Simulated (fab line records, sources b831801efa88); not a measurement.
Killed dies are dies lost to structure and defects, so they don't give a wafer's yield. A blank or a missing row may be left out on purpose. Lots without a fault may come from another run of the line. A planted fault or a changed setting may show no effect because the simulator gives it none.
fab line records | flow sky130
record lots=6 wafers=18 last_day=50
route steps=708 shown SD_P@327 RES_XHIGH@332 SD_N@342 SALICIDE@361 PAD_OPEN@708
lots that met no fault: from a run of the same line without faults
start_h: hours from the record's first day to the start of the lot's first wafer shown | wait_h: hours since the lot's step before | " the same as in the row above | L1.1+2: a row that stands for several wafers | - no value, or no start given | * or withheld: withheld | < > ~ a bound
route shown NAME@n: a module of which the file shows steps, and the number in the route of the first | usual: mean/standard deviation of fault-free wafers | same: alike in all rows | chamber/n: place in a boat | sites: the reading at each site | _std_site: their standard deviation | _edge_site: outer sites' mean less inner sites' | radius_mm: how far each site lies from the wafer's centre | mask NAME#n: copy n | behind: the tool/chamber that last shaped the wafer | hold: why the lot was held/for how many hours/how that ended | device: the transistor (n, p or np) that didn't switch | end of line: the same wafers' tests at the end of the route | a step without rows: its recipe alone | killed: dies lost to structure and defects at the first sort, not the wafer's yield | map: a wafer's dies, x killed, . not, _ none there
set.NAME: the setting as run; set.NAME@STEP: as run at that earlier step | model.NAME: the simulator's own value behind a step, which no gauge read
lots at some steps of the route; a table a step, a row a wafer
services: from which hour (start_h, from the record's first day; less than 0 if before it) a tool's chamber was out of use, for how many hours, and why
## steps
# step SKY_SD_P_CD_MEAS_07
# recipe target_cd_nm=380
# usual cd_nm=379.9/2.5
# columns lot.wafer tool chamber start_h wait_h cd_nm
L822.3 cd_sem-02 - 639.58 0.1 379.0
L822.4 " - " " 377.9
L822.5 " - " " 380.1
L821.2 cd_sem-01 - 640.84 0.1 382.3
L821.4 " - " " 381.0
L821.5 " - " " 380.5
L829.2 cd_sem-01 - 705.19 0.1 378.1
L829.4 " - " " 379.8
L829.5 " - " " 379.2
L830.1 cd_sem-02 - 725.77 0.1 379.5
L830.3 " - " " 377.8
L830.5 " - " " 377.9
L836.1 cd_sem-02 - 751.79 0.2 384.0
L836.2 " - " " 384.1
L836.6 " - " " 383.7
L837.1 cd_sem-01 - 754.69 0.2 378.4
L837.2 " - " " 379.0
L837.5 " - " " 377.2
# step SKY_SD_P_OVL_MEAS_08
# usual SD_P_OVL=-0.1/1.5
# columns lot.wafer tool chamber start_h wait_h SD_P_OVL[nm]
L822.3 overlay-01 - 639.67 0.1 2.7
L822.4 " - " " 2.2
L822.5 " - " " 0.7
L821.2 overlay-02 - 640.94 0.1 -1.8
L821.4 " - " " -2.0
L821.5 " - " " -1.6
L829.2 overlay-01 - 705.29 0.1 2.8
L829.4 " - " " 3.1
L829.5 " - " " 2.7
L830.1 overlay-01 - 725.89 0.1 -0.1
L830.3 " - " " -0.4
L830.5 " - " " -1.0
L836.1 overlay-02 - 751.91 0.1 0.7
L836.2 " - " " 2.6
L836.6 " - " " 1.9
L837.1 overlay-01 - 754.81 0.1 0.4
L837.2 " - " " 0.7
L837.5 " - " " 1.7
# step SKY_SD_P_IMPLANT_09
# recipe species=BF2 energy_kev=20 dose_cm2=3e+15 tilt_deg=0
# step SKY_SD_P_STRIP_10
# recipe chemistry=O2/N2 power_w=1400 pressure_mtorr=1500 platen_temp_c=withheld o2_flow_sccm=3000 n2_flow_sccm=300 overash_fraction=0.5
# usual drypump_motor_current_A=5.7/0.43 n2_flow_sccm=300.0/0.81 oes_product_au=0.618/0.0043 strip_time_to_endpoint_s=17.50/0.039
# columns lot.wafer tool chamber start_h wait_h drypump_motor_current_A n2_flow_sccm oes_product_au rf_hours_counter_h strip_time_to_endpoint_s
L822.3 plasma_asher-02 1 639.87 0.1 5.9 299.8 0.611 - 17.51
L822.4 " 0 " " 6.4 299.4 0.619 - 17.52
L822.5 " 1 " " 5.9 299.7 0.615 - 17.52
L821.2 plasma_asher-02 0 641.12 0.1 6.4 300.1 0.616 78 17.54
L821.4 " 0 " " 6.4 300.5 0.622 - 17.56
L821.5 " 0 " " 6.5 300.1 0.613 - 17.56
L829.2 plasma_asher-01 0 705.47 0.1 5.1 299.3 0.619 54 17.49
L829.4 " 1 " " 5.9 299.7 0.619 - 17.47
L829.5 " 0 " " 5.1 299.7 0.616 - 17.56
L830.1 plasma_asher-01 1 726.07 0.1 5.9 298.6 0.619 56 17.57
L830.3 " 1 " " 5.9 298.8 0.613 - 17.50
L830.5 " 1 " " 5.9 299.6 0.619 - 17.50
L836.1 plasma_asher-02 1 752.09 0.1 5.9 300.3 0.617 88 17.43
L836.2 " 0 " " 6.4 300.9 0.614 88 17.40
L836.6 " 1 " " 5.9 300.0 0.612 - 17.45
L837.1 plasma_asher-01 1 754.99 0.1 5.9 298.9 0.618 59 17.46
L837.2 " 0 " " 5.0 299.2 0.625 59 17.50
L837.5 " 1 " " 5.9 300.0 0.619 - 17.50
# step SKY_SD_P_TW_MEAS_11
# usual SD_P_TW=2817/21
# columns lot.wafer tool chamber start_h wait_h SD_P_TW
L822.3 film_metro-02 - 639.96 0.1 2803
L822.4 " - " " 2799
L822.5 " - " " 2811
L821.2 film_metro-04 - 641.23 0.1 2820
L821.4 " - " " 2822
L821.5 " - " " 2816
L829.2 film_metro-03 - 705.58 0.1 2851
L829.4 " - " " 2846
L829.5 " - " " 2843
L830.1 film_metro-03 - 726.17 0.1 2847
L830.3 " - " " 2855
L830.5 " - " " 2846
L836.1 film_metro-02 - 752.19 0.1 2789
L836.2 " - " " 2781
L836.6 " - " " 2799
L837.1 film_metro-04 - 755.09 0.1 2826
L837.2 " - " " 2814
L837.5 " - " " 2817
# step SKY_RES_XHIGH_DEHYDRATE_00
# recipe temp_c=200 time_s=60
# step SKY_RES_XHIGH_HMDS_01
# recipe prime_time_s=60 prime_temp_c=120
# step SKY_RES_XHIGH_COAT_02
# recipe resist=NOVOLAK spin_rpm=3000 resist_thk_nm=1140
# step SKY_RES_XHIGH_SOFTBAKE_03
# recipe temp_c=90 time_s=60 resist=NOVOLAK
# step SKY_RES_XHIGH_EXPOSE_04
# recipe mask_id=URPM na=0.6 source_shape=conventional sigma_outer=0.6 polarization=unpolarized target_cd_nm=1270 dose_mj=140
# step SKY_RES_XHIGH_PEB_05
# recipe temp_c=withheld time_s=* resist=NOVOLAK
# step SKY_RES_XHIGH_DEVELOP_06
# recipe resist=NOVOLAK developer=TMAH develop_time_s=60 dev_temp_c=23
# step SKY_RES_XHIGH_IMPLANT_07
# recipe species=BF2 energy_kev=20 dose_cm2=3.6e+14 tilt_deg=0
# usual dose_ions_cm2=3.6e+14/3.8e+11
# columns lot.wafer tool chamber start_h wait_h dose_ions_cm2
L822.3 implanter-02 0 668.54 0.1 3.599e+14
L822.4 " 0 " " 3.604e+14
L822.5 " 0 " " 3.595e+14
L821.2 implanter-03 0 669.44 0.1 3.6e+14
L821.4 " 0 " " 3.598e+14
L821.5 " 0 " " 3.599e+14
L829.2 implanter-03 0 733.64 0.1 3.872e+14
L829.4 " 0 " " 3.874e+14
L829.5 " 0 " " 3.871e+14
L830.1 implanter-03 0 753.72 0.1 3.866e+14
L830.3 " 0 " " 3.866e+14
L830.5 " 0 " " 3.866e+14
L836.1 implanter-02 0 778.89 0.1 3.606e+14
L836.2 " 0 " " 3.602e+14
L836.6 " 0 " " 3.602e+14
L837.1 implanter-04 0 782.37 0.1 3.599e+14
L837.2 " 0 " " 3.601e+14
L837.5 " 0 " " 3.595e+14
# step SKY_RES_XHIGH_STRIP_08
# recipe chemistry=O2/N2 power_w=1400 pressure_mtorr=1500 platen_temp_c=withheld o2_flow_sccm=3000 n2_flow_sccm=300 overash_fraction=0.5
# usual drypump_motor_current_A=5.7/0.45 n2_flow_sccm=299.9/0.96 oes_product_au=0.711/0.0048 strip_time_to_endpoint_s=14.28/0.035
# columns lot.wafer tool chamber start_h wait_h drypump_motor_current_A n2_flow_sccm oes_product_au rf_hours_counter_h strip_time_to_endpoint_s
L822.3 plasma_asher-03 0 668.67 0.1 5.4 300.2 0.716 - 14.34
L822.4 " 1 " " 5.4 299.6 0.712 - 14.27
L822.5 " 1 " " 5.4 298.7 0.721 - 14.27
L821.2 plasma_asher-01 0 669.57 0.1 5.1 301.5 0.714 50 14.24
L821.4 " 0 " " 5.1 301.3 0.705 - 14.28
L821.5 " 1 " " 5.9 301.3 0.712 - 14.27
L829.2 plasma_asher-02 0 733.77 0.1 6.4 297.8 0.707 87 14.32
L829.4 " 1 " " 5.9 299.9 0.711 - 14.34
L829.5 " 0 " " 6.4 298.4 0.715 - 14.34
L830.1 plasma_asher-01 0 753.87 0.1 5.0 300.5 0.709 59 14.32
L830.3 " 0 " " 5.1 297.7 0.706 - 14.36
L830.5 " 0 " " 5.1 299.6 0.701 - 14.31
L836.1 plasma_asher-02 1 779.04 0.1 5.9 300.6 0.713 91 14.22
L836.2 " 0 " " 6.4 300.2 0.715 91 14.23
L836.6 " 0 " " 6.4 300.3 0.710 - 14.21
L837.1 plasma_asher-03 0 782.52 0.1 5.4 299.9 0.712 36 14.26
L837.2 " 1 " " 5.5 301.1 0.706 36 14.24
L837.5 " 1 " " 5.4 300.2 0.714 - 14.23
# step SKY_RES_XHIGH_TW_MEAS_09
# usual RES_XHIGH_TW=1637/12
# columns lot.wafer tool chamber start_h wait_h RES_XHIGH_TW
L822.3 film_metro-04 - 668.76 0.1 1635
L822.4 " - " " 1619
L822.5 " - " " 1625
L821.2 film_metro-02 - 669.68 0.1 1622
L821.4 " - " " 1631
L821.5 " - " " 1631
L829.2 film_metro-04 - 733.88 0.1 1659
L829.4 " - " " 1666
L829.5 " - " " 1664
L830.1 film_metro-03 - 753.97 0.1 1697
L830.3 " - " " 1691
L830.5 " - " " 1688
L836.1 film_metro-03 - 779.14 0.1 1665
L836.2 " - " " 1653
L836.6 " - " " 1656
L837.1 film_metro-04 - 782.62 0.1 1646
L837.2 " - " " 1645
L837.5 " - " " 1632
# step SKY_SD_N_DEHYDRATE_00
# recipe temp_c=200 time_s=60
# step SKY_SD_N_HMDS_01
# recipe prime_time_s=60 prime_temp_c=120
# step SKY_SD_N_COAT_02
# recipe resist=NOVOLAK spin_rpm=3000 resist_thk_nm=1140
# step SKY_SD_N_SOFTBAKE_03
# recipe temp_c=90 time_s=60 resist=NOVOLAK
# step SKY_SD_N_EXPOSE_04
# recipe mask_id=NSDM na=0.6 source_shape=conventional sigma_outer=0.6 polarization=unpolarized target_cd_nm=380 dose_mj=141
# step SKY_SD_N_PEB_05
# recipe temp_c=withheld time_s=* resist=NOVOLAK
# step SKY_SD_N_DEVELOP_06
# recipe resist=NOVOLAK developer=TMAH develop_time_s=60 dev_temp_c=23
# step SKY_SD_N_CD_MEAS_07
# recipe target_cd_nm=380
# usual cd_nm=380.6/1.7
# columns lot.wafer tool chamber start_h wait_h cd_nm
L822.3 cd_sem-02 - 697.11 0.1 380.0
L822.4 " - " " 382.5
L822.5 " - " " 380.6
L821.2 cd_sem-02 - 698.04 0.1 380.3
L821.4 " - " " 382.7
L821.5 " - " " 381.3
L829.2 cd_sem-01 - 760.86 0.1 382.4
L829.4 " - " " 384.2
L829.5 " - " " 380.6
L830.1 cd_sem-02 - 781.39 0.1 380.4
L830.3 " - " " 379.9
L830.5 " - " " 381.7
L836.1 cd_sem-02 - 804.77 0.1 382.4
L836.2 " - " " 378.6
L836.6 " - " " 380.4
L837.1 cd_sem-02 - 809.47 0.1 378.6
L837.2 " - " " 378.9
L837.5 " - " " 378.8
# step SKY_SD_N_OVL_MEAS_08
# usual SD_N_OVL=0.4/1.4
# columns lot.wafer tool chamber start_h wait_h SD_N_OVL[nm]
L822.3 overlay-01 - 697.20 0.1 -0.2
L822.4 " - " " 0.3
L822.5 " - " " -1.8
L821.2 overlay-02 - 698.14 0.1 1.9
L821.4 " - " " -0.1
L821.5 " - " " 1.3
L829.2 overlay-01 - 760.96 0.1 -1.9
L829.4 " - " " -0.3
L829.5 " - " " -2.7
L830.1 overlay-02 - 781.51 0.1 -2.2
L830.3 " - " " 0.5
L830.5 " - " " -2.6
L836.1 overlay-01 - 804.89 0.1 -0.1
L836.2 " - " " 0.5
L836.6 " - " " 0.7
L837.1 overlay-01 - 809.59 0.1 -0.1
L837.2 " - " " -0.5
L837.5 " - " " -2.2
# step SKY_SD_N_IMPLANT_09
# recipe species=As energy_kev=50 dose_cm2=4e+15 tilt_deg=0
# step SKY_SD_N_IMPLANT_10
# recipe species=P energy_kev=20 dose_cm2=1e+14 tilt_deg=0
# step SKY_SD_N_STRIP_11
# recipe chemistry=O2/N2 power_w=1400 pressure_mtorr=1500 platen_temp_c=withheld o2_flow_sccm=3000 n2_flow_sccm=300 overash_fraction=0.5
# usual drypump_motor_current_A=5.5/0.32 n2_flow_sccm=300.0/0.87 oes_product_au=0.527/0.0045 strip_time_to_endpoint_s=22.54/0.045
# columns lot.wafer tool chamber start_h wait_h drypump_motor_current_A n2_flow_sccm oes_product_au rf_hours_counter_h strip_time_to_endpoint_s
L822.3 plasma_asher-03 1 697.56 0.1 5.4 299.5 0.531 - 22.58
L822.4 " 0 " " 5.4 301.0 0.529 - 22.63
L822.5 " 0 " " 5.4 300.6 0.516 - 22.60
L821.2 plasma_asher-03 1 698.47 0.1 5.4 300.4 0.527 27 22.51
L821.4 " 1 " " 5.5 298.9 0.537 - 22.52
L821.5 " 0 " " 5.4 298.8 0.521 - 22.54
L829.2 plasma_asher-01 0 761.29 0.1 5.1 300.5 0.524 60 22.50
L829.4 " 1 " " 5.9 299.7 0.522 - 22.42
L829.5 " 1 " " 5.9 299.7 0.527 - 22.49
L830.1 plasma_asher-03 0 781.84 0.1 5.4 299.5 0.535 36 22.56
L830.3 " 1 " " 5.4 300.3 0.529 - 22.55
L830.5 " 1 " " 5.4 299.8 0.521 - 22.56
L836.1 plasma_asher-01 1 805.22 0.1 5.9 299.5 0.514 64 22.46
L836.2 " 0 " " 5.1 300.9 0.517 64 22.46
L836.6 " 1 " " 5.9 298.1 0.529 - 22.43
L837.1 plasma_asher-01 0 809.92 0.1 5.1 301.4 0.535 64 22.56
L837.2 " 1 " " 5.9 299.8 0.522 64 22.57
L837.5 " 0 " " 5.1 302.0 0.530 - 22.55
# step SKY_SD_N_TW_MEAS_12
# usual SD_N_TW=3970/29
# columns lot.wafer tool chamber start_h wait_h SD_N_TW
L822.3 film_metro-04 - 697.64 0.1 4000
L822.4 " - " " 3965
L822.5 " - " " 3954
L821.2 film_metro-02 - 698.58 0.1 3963
L821.4 " - " " 3960
L821.5 " - " " 3959
L829.2 film_metro-04 - 761.40 0.1 3983
L829.4 " - " " 4001
L829.5 " - " " 3994
L830.1 film_metro-03 - 781.94 0.1 4072
L830.3 " - " " 4038
L830.5 " - " " 4032
L836.1 film_metro-04 - 805.32 0.1 3965
L836.2 " - " " 3953
L836.6 " - " " 3965
L837.1 film_metro-02 - 810.02 0.1 3960
L837.2 " - " " 3949
L837.5 " - " " 3947
# step SKY_SD_N_CLEAN_13
# recipe chemistry=SC1/SC2 mix=1:4:20 temp_c=70 time_s=150 dry=n2_spin
# step SKY_SD_N_RTA_14
# recipe temp_c=1075 time_s=2 idle_temp_c=650 ramp_up_c_per_s=150 ramp_down_c_per_s=90 ambient=N2
# usual lamp_power_pct=15.73/0.053 wafer_temp_C_max=1078.0/1.2
# columns lot.wafer tool chamber start_h wait_h lamp_power_pct wafer_temp_C_max
L822.3 rtp_anneal-02 0 697.75 0.0 15.80 1077.2
L822.4 " 0 " " 15.83 1076.6
L822.5 " 0 " " 15.83 1076.3
L821.2 rtp_anneal-02 0 698.70 0.0 15.90 1078.6
L821.4 " 0 " " 15.70 1079.1
L821.5 " 0 " " 15.68 1077.4
L829.2 rtp_anneal-02 0 761.51 0.0 15.78 1075.8
L829.4 " 0 " " 15.72 1079.6
L829.5 " 0 " " 15.86 1079.3
L830.1 rtp_anneal-02 0 782.06 0.0 15.69 1079.4
L830.3 " 0 " " 15.61 1078.2
L830.5 " 0 " " 15.77 1080.3
L836.1 rtp_anneal-01 0 805.44 0.0 15.69 1079.0
L836.2 " 0 " " 15.70 1076.9
L836.6 " 0 " " 15.73 1077.8
L837.1 rtp_anneal-02 0 810.13 0.0 15.77 1078.5
L837.2 " 0 " " 15.72 1077.8
L837.5 " 0 " " 15.69 1079.6
# step SKY_SD_N_RS_MEAS_16
# recipe thk_meas_gauge=four-point-probe
# usual SD_N_RS=68.62/0.11
# columns lot.wafer tool chamber start_h wait_h SD_N_RS[ohm/sq]
L822.3 film_metro-03 - 697.95 0.1 68.52
L822.4 " - " " 68.65
L822.5 " - " " 68.60
L821.2 film_metro-04 - 698.88 0.1 68.89
L821.4 " - " " 68.79
L821.5 " - " " 68.75
L829.2 film_metro-03 - 761.70 0.1 68.54
L829.4 " - " " 68.74
L829.5 " - " " 68.55
L830.1 film_metro-02 - 782.23 0.1 68.71
L830.3 " - " " 68.63
L830.5 " - " " 68.57
L836.1 film_metro-02 - 805.62 0.1 68.54
L836.2 " - " " 68.68
L836.6 " - " " 68.67
L837.1 film_metro-03 - 810.31 0.1 68.46
L837.2 " - " " 68.52
L837.5 " - " " 68.47
# step SKY_SD_N_RS_MEAS_17
# recipe thk_meas_gauge=four-point-probe
# usual SD_P_RS=147.2/0.39
# columns lot.wafer tool chamber start_h wait_h SD_P_RS[ohm/sq]
L822.3 film_metro-03 - 698.07 0.1 147.1
L822.4 " - " " 147.0
L822.5 " - " " 147.1
L821.2 film_metro-04 - 699.00 0.1 147.6
L821.4 " - " " 147.4
L821.5 " - " " 147.2
L829.2 film_metro-03 - 761.82 0.1 147.5
L829.4 " - " " 147.9
L829.5 " - " " 146.9
L830.1 film_metro-02 - 782.35 0.1 147.9
L830.3 " - " " 147.3
L830.5 " - " " 147.4
L836.1 film_metro-02 - 805.74 0.1 147.1
L836.2 " - " " 147.0
L836.6 " - " " 147.0
L837.1 film_metro-03 - 810.43 0.1 147.2
L837.2 " - " " 146.9
L837.5 " - " " 147.5
# step SKY_SD_N_RS_MEAS_18
# recipe thk_meas_gauge=four-point-probe
# usual RES_XHIGH_RS=333.6/0.99
# columns lot.wafer tool chamber start_h wait_h RES_XHIGH_RS[ohm/sq]
L822.3 film_metro-03 - 698.19 0.1 334.1
L822.4 " - " " 334.0
L822.5 " - " " 334.4
L821.2 film_metro-04 - 699.12 0.1 333.6
L821.4 " - " " 334.0
L821.5 " - " " 332.9
L829.2 film_metro-03 - 761.94 0.1 313.6
L829.4 " - " " 314.7
L829.5 " - " " 315.1
L830.1 film_metro-02 - 782.47 0.1 314.3
L830.3 " - " " 313.3
L830.5 " - " " 313.2
L836.1 film_metro-02 - 805.86 0.1 331.7
L836.2 " - " " 332.9
L836.6 " - " " 332.4
L837.1 film_metro-03 - 810.55 0.1 332.9
L837.2 " - " " 333.2
L837.5 " - " " 332.3
# step SKY_SALICIDE_CLEAN_00
# recipe chemistry=HF-last time_s=30 dilution=100:1 dry=ipa_marangoni
# step SKY_PAD_OPEN_PROBE_99
# usual killed_at_M0_to_M3=44/8.6 killed_at_M4_up=3.4/1.9 killed_at_contacts=23/5.7 killed_at_front_end=15/4.5 killed_at_other=0.4/0.62 killed_dies=86/11 killed_open=46/7.6 killed_short=39/6.3
# same gross_dies=492 killed_at_back_side=0
# columns lot.wafer tool chamber start_h wait_h killed_at_M0_to_M3 killed_at_M4_up killed_at_contacts killed_at_front_end killed_at_other killed_dies killed_open killed_short model.etest.res_xhigh_po.line_ohm_um model.etest.res_xhigh_po.rs_ohm_sq
L822.3 prober-02 - 1116.09 0.2 40 2 25 14 1 82 41 41 5839 2027
L822.4 prober-02 - 1116.14 0.2 58 3 16 11 0 88 45 43 5640 1965
L822.5 prober-02 - 1116.19 0.2 42 5 27 11 2 87 36 51 5580 1951
L821.2 prober-01 - 1117.03 0.1 54 4 26 14 1 99 58 40 5811 2002
L821.4 prober-01 - 1117.13 0.2 47 4 17 17 1 86 45 41 5837 2053
L821.5 prober-01 - 1117.18 0.2 45 3 25 8 0 81 38 42 5591 2002
L829.2 prober-02 - 1159.50 0.1 27 1 18 15 0 61 34 26 4930 1757
L829.4 prober-02 - 1159.60 0.2 42 4 12 14 0 72 33 36 5075 1764
L829.5 prober-02 - 1159.65 0.2 33 2 26 15 0 76 45 31 4930 1727
L830.1 prober-02 - 1174.29 0.1 43 2 28 11 0 84 48 36 5076 1799
L830.3 prober-02 - 1174.39 0.2 47 2 42 8 0 99 56 43 5212 1833
L830.5 prober-02 - 1174.49 0.2 35 3 27 14 0 79 42 34 5027 1738
L836.1 prober-01 - 1189.34 0.1 38 2 20 13 1 74 40 32 5452 1909
L836.2 prober-01 - 1189.39 0.1 49 3 25 11 1 89 54 35 6063 2097
L836.6 prober-01 - 1189.59 0.2 66 3 31 11 0 111 63 48 5593 1927
L837.1 prober-02 - 1190.71 0.1 49 5 25 18 0 97 50 45 5594 1987
L837.2 prober-02 - 1190.76 0.1 32 1 31 14 0 78 41 36 5453 1927
L837.5 prober-02 - 1190.91 0.2 31 3 25 18 0 77 40 36 5384 1898
# killed by level:class
L822.3 VIA1:geometric_particle:open=9 METAL2:geometric_particle:short=8 LI_CONTACT:geometric_particle:open=7 VIA2:geometric_particle:open=6 LOCAL_INTERCONNECT:geometric_particle:short=6 CONTACT:geometric_particle:short=6 CONTACT:geometric_particle:open=5 SPACER:geometric_particle:open=4
L822.4 VIA1:geometric_particle:open=9 VIA3:geometric_particle:open=9 VIA2:geometric_particle:open=7 VIA1:geometric_particle:short=7 METAL2:geometric_particle:short=6 METAL3:geometric_particle:short=6 LI_CONTACT:geometric_particle:open=5 CONTACT:geometric_particle:short=5
L822.5 CONTACT:geometric_particle:open=10 VIA1:geometric_particle:open=9 LOCAL_INTERCONNECT:geometric_particle:short=9 METAL2:geometric_particle:short=7 VIA2:geometric_particle:open=6 VIA1:geometric_particle:short=5 POLY_GATE:geometric_particle:short=4 LI_CONTACT:geometric_particle:short=4
L821.2 VIA1:geometric_particle:open=17 CONTACT:geometric_particle:open=8 VIA2:geometric_particle:open=7 LOCAL_INTERCONNECT:geometric_particle:short=6 CONTACT:geometric_particle:short=5 VIA3:geometric_particle:open=5 VIA1:geometric_particle:short=5 METAL2:geometric_particle:short=5
L821.4 VIA1:geometric_particle:open=10 VIA3:geometric_particle:open=8 VIA1:geometric_particle:short=8 METAL1:geometric_particle:short=7 FIELD_ISO:geometric_particle:open=6 POLY_GATE:geometric_particle:open=5 METAL3:geometric_particle:short=5 CONTACT:geometric_particle:short=4
L821.5 VIA1:geometric_particle:open=9 LI_CONTACT:geometric_particle:open=7 METAL1:geometric_particle:short=6 METAL2:geometric_particle:short=6 VIA3:geometric_particle:open=6 LOCAL_INTERCONNECT:geometric_particle:short=5 CONTACT:geometric_particle:short=5 VIA2:geometric_particle:open=5
L829.2 CONTACT:geometric_particle:open=8 POLY_GATE:geometric_particle:open=5 POLY_GATE:geometric_particle:short=5 VIA3:geometric_particle:open=5 VIA1:geometric_particle:open=4 LI_CONTACT:geometric_particle:open=3 LI_CONTACT:geometric_particle:short=3 METAL1:geometric_particle:short=3
L829.4 VIA1:geometric_particle:open=8 VIA3:geometric_particle:open=8 CONTACT:geometric_particle:short=5 METAL1:geometric_particle:short=5 METAL3:geometric_particle:short=5 VIA2:geometric_particle:open=4 POLY_GATE:geometric_particle:short=3 LI_CONTACT:geometric_particle:open=3
L829.5 LI_CONTACT:geometric_particle:open=9 CONTACT:geometric_particle:open=9 VIA1:geometric_particle:open=7 VIA2:geometric_particle:open=6 METAL2:geometric_particle:short=5 POLY_GATE:geometric_particle:short=4 METAL1:geometric_particle:short=4 CONTACT:geometric_particle:short=4
L830.1 VIA3:geometric_particle:open=13 VIA2:geometric_particle:open=10 CONTACT:geometric_particle:short=8 CONTACT:geometric_particle:open=7 LI_CONTACT:geometric_particle:open=6 METAL2:geometric_particle:short=4 LOCAL_INTERCONNECT:geometric_particle:short=4 VIA1:geometric_particle:open=4
L830.3 VIA1:geometric_particle:open=11 CONTACT:geometric_particle:open=10 VIA2:geometric_particle:open=10 LI_CONTACT:geometric_particle:short=9 VIA3:geometric_particle:open=8 CONTACT:geometric_particle:short=7 METAL2:geometric_particle:short=7 LOCAL_INTERCONNECT:geometric_particle:short=6
L830.5 CONTACT:geometric_particle:open=10 VIA3:geometric_particle:open=8 POLY_GATE:geometric_particle:short=5 LI_CONTACT:geometric_particle:short=5 LI_CONTACT:geometric_particle:open=5 VIA2:geometric_particle:open=5 VIA1:geometric_particle:open=5 POLY_GATE:geometric_particle:open=4
L836.1 LI_CONTACT:geometric_particle:open=7 VIA3:geometric_particle:open=7 METAL2:geometric_particle:short=6 VIA1:geometric_particle:open=6 VIA2:geometric_particle:open=6 LOCAL_INTERCONNECT:geometric_particle:short=5 CONTACT:geometric_particle:open=5 METAL1:geometric_particle:short=3
L836.2 VIA1:geometric_particle:open=13 CONTACT:geometric_particle:open=13 VIA2:geometric_particle:open=8 VIA3:geometric_particle:open=7 VIA1:geometric_particle:short=6 CONTACT:geometric_particle:short=5 FIELD_ISO:geometric_particle:short=4 LI_CONTACT:geometric_particle:open=4
L836.6 VIA1:geometric_particle:open=20 CONTACT:geometric_particle:open=12 VIA3:geometric_particle:open=10 LOCAL_INTERCONNECT:geometric_particle:short=7 VIA1:geometric_particle:short=6 VIA2:geometric_particle:open=6 CONTACT:geometric_particle:short=5 METAL1:geometric_particle:short=5
L837.1 VIA2:geometric_particle:open=9 METAL1:geometric_particle:short=9 LI_CONTACT:geometric_particle:open=8 CONTACT:geometric_particle:open=7 VIA1:geometric_particle:open=6 POLY_GATE:geometric_particle:short=5 VIA1:geometric_particle:short=5 VIA3:geometric_particle:open=5
L837.2 CONTACT:geometric_particle:open=11 VIA1:geometric_particle:open=10 METAL1:geometric_particle:short=9 LI_CONTACT:geometric_particle:open=8 CONTACT:geometric_particle:short=7 FIELD_ISO:geometric_particle:open=4 POLY_GATE:geometric_particle:short=4 LI_CONTACT:geometric_particle:short=3
L837.5 POLY_GATE:geometric_particle:short=7 LI_CONTACT:geometric_particle:open=7 CONTACT:geometric_particle:open=7 VIA2:geometric_particle:open=7 VIA1:geometric_particle:open=7 CONTACT:geometric_particle:short=5 METAL1:geometric_particle:short=5 FIELD_ISO:geometric_particle:short=4
## services
# columns tool chamber start_h hours kind
implanter-02 - 633.04 3.5 repair
implanter-02 - 634.51 4.2 repair
rtp_anneal-01 - 655.96 66.2 pm
implanter-02 - 682.49 3.7 repair
plasma_asher-02 - 738.62 2.1 repair
plasma_asher-03 - 745.77 2.1 repair
implanter-04 - 749.97 7.0 repair
## key
first_sign step=SKY_RES_XHIGH_IMPLANT_07 reading=dose_ions_cm2 direction=up sigmas=71 usual=* struck=*
effect step=SKY_RES_XHIGH_TW_MEAS_09 reading=RES_XHIGH_TW direction=up sigmas=3.3 usual=1637 struck=1677
effect step=SKY_SD_N_RS_MEAS_18 reading=RES_XHIGH_RS direction=down sigmas=20 usual=333.6 struck=314.0
model_effect step=SKY_PAD_OPEN_PROBE_99 value=etest.res_xhigh_po.line_ohm_um without=5767 struck=5042
met_at SKY_RES_XHIGH_IMPLANT_07
struck_wafers L829.2,L829.4,L829.5,L830.1,L830.3,L830.5
tester_left_out L829,L830
onset_between 669.44 733.64
fault kind=process_parameter_drift tool=implanter-03 chamber=- onset_h=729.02 steps=SKY_RES_XHIGH_IMPLANT_07 channel=dose_cm2 offset=* shape=step end_h=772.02 acts_in=* stated=*
# tester_left_out: of these lots the tester's yield and bins aren't shown, on N5 and GAA mostly nor the transistor test; their killed dies are dies lost to structure and defects alone, not to doping, threshold or leakage, so they don't give the yield
